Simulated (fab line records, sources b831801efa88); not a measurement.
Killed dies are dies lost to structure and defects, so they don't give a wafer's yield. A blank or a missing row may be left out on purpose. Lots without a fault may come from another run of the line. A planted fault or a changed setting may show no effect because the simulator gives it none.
Which tool did it? | flow sky130 | 11 lots, 33 wafers sampled, at 2 steps of a route of 708

WHAT THE GAUGES READ, wafer by wafer
SKY_POLY_GATE_THK_MEAS_21.
lot  | measured     | on            | POLY_GATE_OXIDATION_THK (nm)
L154 | day 17 09:17 | film_metro-01 | 4.00 4.09 4.04
L156 | day 18 05:06 | film_metro-01 | 4.07 4.13 4.07
L157 | day 18 06:37 | film_metro-02 | 3.95 3.99 4.03
L159 | day 18 16:27 | film_metro-03 | 4.04 3.96 4.00
L162 | day 19 23:13 | film_metro-01 | 3.98 3.92 3.90
L165 | day 20 20:02 | film_metro-01 | 6.59 6.64 6.60
L167 | day 21 09:04 | film_metro-03 | 6.50 6.66 6.54
L169 | day 22 04:59 | film_metro-03 | 6.52 6.58 6.47
L170 | day 22 19:31 | film_metro-02 | 3.82 3.86 3.81
L175 | day 24 12:44 | film_metro-03 | 3.94 3.97 3.89
L177 | day 24 20:34 | film_metro-02 | 4.03 3.95 3.95

WHICH TOOL RAN EACH LOT (tool, then ch and the chambers of the sampled wafers, then the start)
lot  | SKY_POLY_GATE_OXIDATION_20
L154 | furnace-01 ch 0, day 17 08:01
L156 | furnace-01 ch 0, day 18 03:49
L157 | furnace-01 ch 0, day 18 05:22
L159 | furnace-01 ch 0, day 18 15:12
L162 | furnace-02 ch 0, day 19 21:58
L165 | furnace-01 ch 0, day 20 18:47
L167 | furnace-01 ch 0, day 21 07:49
L169 | furnace-01 ch 0, day 22 03:43
L170 | furnace-02 ch 0, day 22 18:16
L175 | furnace-02 ch 0, day 24 11:29
L177 | furnace-02 ch 0, day 24 19:19
- SKY_POLY_GATE_OXIDATION_20: stabilise 600 s, purge 300 s, target thk 4 nm.

THE ANSWER, worked out from the rows above alone
Rule: what is usual is taken from the lots themselves. Put in order of their means at a reading, lots are off if they are a third of the lots or fewer, leave a main group of 4 or more, and stand apart from it by a gap of 3 or more times the standard deviation of the main group's means; of several such gaps the widest counts. A main group whose means are all the same, to the digits that the tables above print for the reading, isn't used. A lot without any number at a reading at which 4 lots or more have one is off too. The other lots that the step has rows for count as sound.
Off: L165, L167, L169, at SKY_POLY_GATE_THK_MEAS_21 (POLY_GATE_OXIDATION_THK). The main group: mean 3.97 nm, standard deviation 0.074.
A tool fits if, at a process step before that reading, it ran every lot that is off, and no sound lot after the first of them. The gauges at SKY_POLY_GATE_THK_MEAS_21 are tried like those tools. One fits: furnace-01 at SKY_POLY_GATE_OXIDATION_20. Its last sound lot is L159 (day 18 15:12), its first lot that is off L165 (day 20 18:47): a fault that began between those two fits.

WHAT THE SIMULATOR HAD PUT IN
Process parameter drift: furnace-01, from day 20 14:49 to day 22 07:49, at SKY_POLY_GATE_OXIDATION_20. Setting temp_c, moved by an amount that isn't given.
Lots struck among those shown: L165, L167, L169. The rule above found the same.
